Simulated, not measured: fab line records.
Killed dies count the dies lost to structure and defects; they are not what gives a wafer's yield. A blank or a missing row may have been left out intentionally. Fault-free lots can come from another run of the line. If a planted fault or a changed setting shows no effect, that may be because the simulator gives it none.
A lot that was struck, set against a sound lot ; flow sky130 ; 26 steps out of a route of 708
Sound: these wafers, L389.3, L389.5, L389.6. Struck: wafer L402.4; the same lot's L402.3 was not struck, so it is left out; see the end for the cause.
For every step that has rows: the tool of each side, followed by ch and its chambers, followed by its first start. Under that, the readings that differ: sound wafers ; struck wafers ; difference of the means ; sigmas: that difference in standard deviations of wafers without a fault.
alike: words and numbers the same on both sides, and readings whose means are apart by under 2 such deviations; not compared: readings that were withheld, readings missing a value for some wafer, numbers with overlapping values and no deviation given by the record, and bounds like >300 which may hide the same value.
The two part at a step that has a row with sigmas, a row that says differs or no value, or rows on one side only. When numbers do not overlap yet have no deviation, they are printed without sigmas and do not part them. A reading that every wafer of one side lacks parts them only if that side has two wafers or more.

first, 8 steps without rows for these wafers: SKY_FIELD_ISO_DEHYDRATE_05 (time 60 s); SKY_FIELD_ISO_HMDS_06 (prime time 60 s); SKY_FIELD_ISO_COAT_07 (resist thk 60 nm); SKY_FIELD_ISO_COAT_08 (resist thk 450 nm); SKY_FIELD_ISO_SOFTBAKE_09 (time 90 s); SKY_FIELD_ISO_EXPOSE_10 (exposes mask FOM, target cd 150 nm); SKY_FIELD_ISO_PEB_11; SKY_FIELD_ISO_DEVELOP_12 (develop time 60 s).
SKY_FIELD_ISO_CD_MEAS_13: target cd 150 nm.
  sound: cd sem-02 at day 3 22:12; struck: cd sem-01 at day 6 22:23
  alike: cd nm
SKY_FIELD_ISO_ETCH_14: etches BARC in N2/H2, stops on SiO2, time 45.9 s, target depth 60 nm.
  sound on rie diel-03 ch 0,1,2, day 3 22:17; struck on rie diel-04 ch 2, day 6 22:28
  alike: drypump motor current A, h2 flow sccm, oes product au, throttle valve pct
  not compared: rf hours counter h
SKY_FIELD_ISO_ETCH_15: etches the open film in CHF3/O2, stops on Si, target depth 180 nm, time 72 s.
  sound on rie diel-03 ch 0,1,2, day 3 22:20; struck on rie diel-04 ch 2, day 6 22:31
  alike: drypump motor current A, oes product au, throttle valve pct
  not compared: rf hours counter h
SKY_FIELD_ISO_STRIP_16: strips in O2/N2.
  sound on plasma asher-02 ch 0,1, day 3 22:25; struck on plasma asher-01 ch 1, day 6 22:36
  alike: drypump motor current A, oes product au, strip time to endpoint s
  not compared: rf hours counter h
SKY_FIELD_ISO_ETCH_17: etches Si in HBr/Cl2/O2, target depth 342 nm, time 97.7 s.
  sound on rie si-01 ch 0,1,3, day 3 22:29; struck on rie si-02 ch 2, day 6 22:40
reading;sound;struck;difference;sigmas
oes product au (a.u.);1.011 0.991 0.993;0.818;-0.180;-20
throttle valve pct (%);25.657 25.670 25.664;25.772;+0.108;+11
model.etch.depth nm (nm);348.3 341.3 338.8;245.8;-97.0;
model.FIELD_ISO.feature depth nm (nm);348.3 341.3 338.8;245.8;-97.0;
  alike: drypump motor current A, mfc cl2 sccm
  not compared: rf hours counter h, model.Si3N4_of_FIELD_ISO_CVD_03.thk nm
then, 5 steps without rows for these wafers: SKY_FIELD_ISO_WET_ETCH_18 (etches Si3N4 in H3PO4, target depth 25 nm, time 286 s); SKY_FIELD_ISO_CLEAN_19 (cleans in SC1/SC2, time 150 s); SKY_FIELD_ISO_CLEAN_20 (cleans in dHF, time 20 s); SKY_FIELD_ISO_WET_ETCH_21 (etches SiO2 in dHF, target depth 20 nm, time 400 s); SKY_FIELD_ISO_OXIDATION_22 (stabilise 600 s, purge 300 s, target thk 10 nm).
SKY_FIELD_ISO_THK_MEAS_23:
  sound: film metro-04 at day 4 05:27; struck: film metro-04 at day 7 01:34
  alike: FIELD_ISO_OXIDATION_01_THK
then, 1 step without rows for these wafers: SKY_FIELD_ISO_CVD_24 (deposits SiO2, target thk 595 nm, time 99.2 s).
SKY_FIELD_ISO_THK_MEAS_25:
  sound: film metro-02 at day 4 05:40; struck: film metro-02 at day 7 01:41
  alike: FIELD_ISO_CVD_24_THK
then, 1 step without rows for these wafers: SKY_FIELD_ISO_ANNEAL_26 (time 1800 s).
SKY_FIELD_ISO_CMP_27: polishes, stops on Si3N4, t overpolish 16 s, target thk 457.8 nm.
  sound on cmp-01 ch 1,2, day 4 10:35; struck on cmp-02 ch 2, day 7 03:17
reading;sound;struck;difference;sigmas
motor current A (A);13.5 12.3 13.3;10.1;-2.9;-2
  alike: overpolish run s, retaining ring pressure frac, slurry flow ml min, time to endpoint s
SKY_FIELD_ISO_WET_ETCH_28: etches SiO2 in dHF, target depth 23.7 nm, time 47 s.
  sound on wet bench-04 ch 3, day 4 10:55; struck on wet bench-04 ch 3, day 7 03:34
  not compared: model.Si3N4_of_FIELD_ISO_CVD_03.thk nm
then, 1 step without rows for these wafers: SKY_FIELD_ISO_WET_ETCH_29 (etches Si3N4 in H3PO4, target depth 160 nm, time 1825 s).
-- the record jumps here: 44 days lie between the struck wafers' starts before and after (it left off in module FIELD_ISO and takes up again in module PAD_OPEN, whose first step shown is number 708 of the route) --
SKY_PAD_OPEN_PROBE_99:
  sound: prober-02 at day 48 05:56; struck: prober-01 at day 50 16:47
reading;sound;struck;difference;sigmas
model.etest.res_p_drift_20v.line ohm um;1.2e+04 1.182e+04 1.129e+04;8105;-3598;
model.etest.res_p_drift_20v.rs ohm sq;9986 9731 9321;6732;-2947;
model.etest.pfet_16v.r on ohm um;1.577e+04 1.548e+04 1.525e+04;1.297e+04;-2.530e+03;
model.etest.res iso pwell.rs ohm sq;3282 3182 3008;1918;-1239;
model.etest.res iso pwell.line ohm um;1241 1223 1147;722;-482;
model.etest.res nwell.line ohm um;1175 1182 1135;901.7;-262.3;
model.etest.res nwell.rs ohm sq;994.7 966.1 944.7;738;-230;
model.etest.cap poly to well.c af um2;93.07 93.94 91.22;123.4;+30.7;
  alike: killed_at_M0_to_M3, killed_at_M4_up, killed at contacts, killed at front end, killed at other, killed dies, killed on rim, killed open, killed short

== WHERE THEY PART ==
At SKY_FIELD_ISO_ETCH_17 first; at SKY_FIELD_ISO_CMP_27 last (within this record only). Later steps at which nothing parts them and some readings are alike: SKY_PAD_OPEN_PROBE_99.

WHY: the cause the simulator had injected
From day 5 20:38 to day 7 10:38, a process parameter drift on rie si-02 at SKY_FIELD_ISO_ETCH_17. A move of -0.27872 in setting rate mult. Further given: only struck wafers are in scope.
